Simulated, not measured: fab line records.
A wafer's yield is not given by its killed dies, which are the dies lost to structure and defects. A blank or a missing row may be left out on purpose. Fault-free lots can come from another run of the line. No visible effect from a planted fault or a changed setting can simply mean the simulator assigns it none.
Struck lot and sound lot, side by side | flow sky130 | 16 out of 708 route steps
Sound: the wafers L779.1, L779.3, L779.6. Struck: wafer L788.1 (left out: L788.2, L788.5 of the same lot, which were not struck); the cause appears at the end.
At each step with rows: each side's tool, then ch and its chambers, then its first start. Under that, the readings that differ: sound wafers | struck wafers | difference of the means | sigmas: that difference in standard deviations of wafers without a fault.
alike: readings whose means differ by less than 2 such deviations, and words and numbers that are the same on both sides. not compared: withheld readings, readings that some wafer has no value for, bounds like >300 that may hide the same value, and numbers for which the record gives no deviation and whose values overlap.
A row with sigmas, a row that says differs or no value, or rows on one side alone: a step with any of these is where the two part. When numbers do not overlap yet have no deviation, they are printed without sigmas and do not part them. Lack of a reading on every wafer of one side parts them only where that side has two or more wafers.

first, 2 steps without rows for these wafers: SKY_METAL3_PEB_11; SKY_METAL3_DEVELOP_12 (develop time 60 s).
SKY_METAL3_CD_MEAS_13: target cd 300 nm.
  sound: cd sem-01 at day 40 18:14; struck: cd sem-01 at day 43 11:59
  reading    | sound             | struck | difference | sigmas
  cd nm (nm) | 297.2 298.1 296.4 | 300.1  | +2.9       | +2
SKY_METAL3_OVL_MEAS_14:
  sound: overlay-02 at day 40 18:22; struck: overlay-01 at day 43 12:07
  alike: METAL3_OVL
SKY_METAL3_DESCUM_15: chemistry O2, time 8 s.
  sound on rie metal-02 ch 0,1, day 40 18:23; struck on rie metal-01 ch 1, day 43 12:09
  alike: drypump motor current A, he backside leak sccm, oes product au
  not compared: rf hours counter h
SKY_METAL3_ETCH_16: etches BARC in N2/H2, stops on SiO2, time 88.2 s, target depth 60 nm.
  sound on rie metal-02 ch 0,1, day 40 18:25; struck on rie metal-01 ch 1, day 43 12:11
  reading                | sound                | struck | difference | sigmas
  oes product au (a.u.)  | 0.621 0.628 0.623    | 0.633  | +0.009     | +2
  throttle valve pct (%) | 13.194 13.211 13.193 | 13.218 | +0.019     | +2
  alike: drypump motor current A, he backside leak sccm
  not compared: rf hours counter h
SKY_METAL3_ETCH_17: etches SiO2 in C4F8/O2/Ar, stops on TiN, time 3.9 s, target depth 15 nm.
  sound on rie diel-01 ch 0,1,3, day 40 18:31; struck on rie diel-03 ch 2, day 43 12:17
  alike: oes product au
  not compared: rf hours counter h
SKY_METAL3_METAL_ETCH_18: etches the open film in Cl2/BCl3, stops on SiO2, target depth 845 nm, time 183.1 s.
  sound on rie metal-03 ch 0,1, day 40 18:32; struck on rie metal-02 ch 1, day 43 12:18
  alike: drypump motor current A, he backside leak sccm, oes product au, throttle valve pct
  not compared: rf hours counter h
then, 4 steps without rows for these wafers: SKY_METAL3_STRIP_19 (strips in O2/N2); SKY_METAL3_STRIP_20 (strips in post etch residue remover, time 1200 s); SKY_METAL3_CLEAN_21 (cleans in IPA, time 180 s); SKY_METAL3_CLEAN_22 (cleans in O3/DIW).
SKY_VIA3_HDPCVD_00: deposits SiO2, target thk 1635 nm, time 272.5 s.
  sound on hdpcvd-01 ch 0,2, day 40 19:19; struck on hdpcvd-01 ch 0, day 43 13:09
  reading                                  | sound             | struck | difference | sigmas
  sih4 flow sccm (sccm)                    | 59.96 60.28 60.50 | 71.98  | +11.73     | +62
  model.SiO2_of_VIA3_HDPCVD_00.thk nm (nm) | 1624 1627 1643    | 1957   | +326       |
SKY_VIA3_THK_MEAS_01:
  sound: film metro-03 at day 40 19:29; struck: film metro-02 at day 43 13:19
  reading              | sound          | struck | difference | sigmas
  VIA3_HDPCVD_THK (nm) | 1624 1628 1642 | 1956   | +325       | +19
SKY_VIA3_CMP_02: polishes SiO2.
  sound on cmp-01 ch 1,3, day 40 19:35; struck on cmp-02 ch 2, day 43 13:23
  alike: motor current A
then, 1 step without rows for these wafers: SKY_PAD_OPEN_PROBE_99.

WHERE THEY PART
First at SKY_METAL3_CD_MEAS_13; last, within this record, at SKY_VIA3_THK_MEAS_01. Later steps at which nothing parts them and some readings are alike: SKY_VIA3_CMP_02.

WHY: whatever the simulator had introduced
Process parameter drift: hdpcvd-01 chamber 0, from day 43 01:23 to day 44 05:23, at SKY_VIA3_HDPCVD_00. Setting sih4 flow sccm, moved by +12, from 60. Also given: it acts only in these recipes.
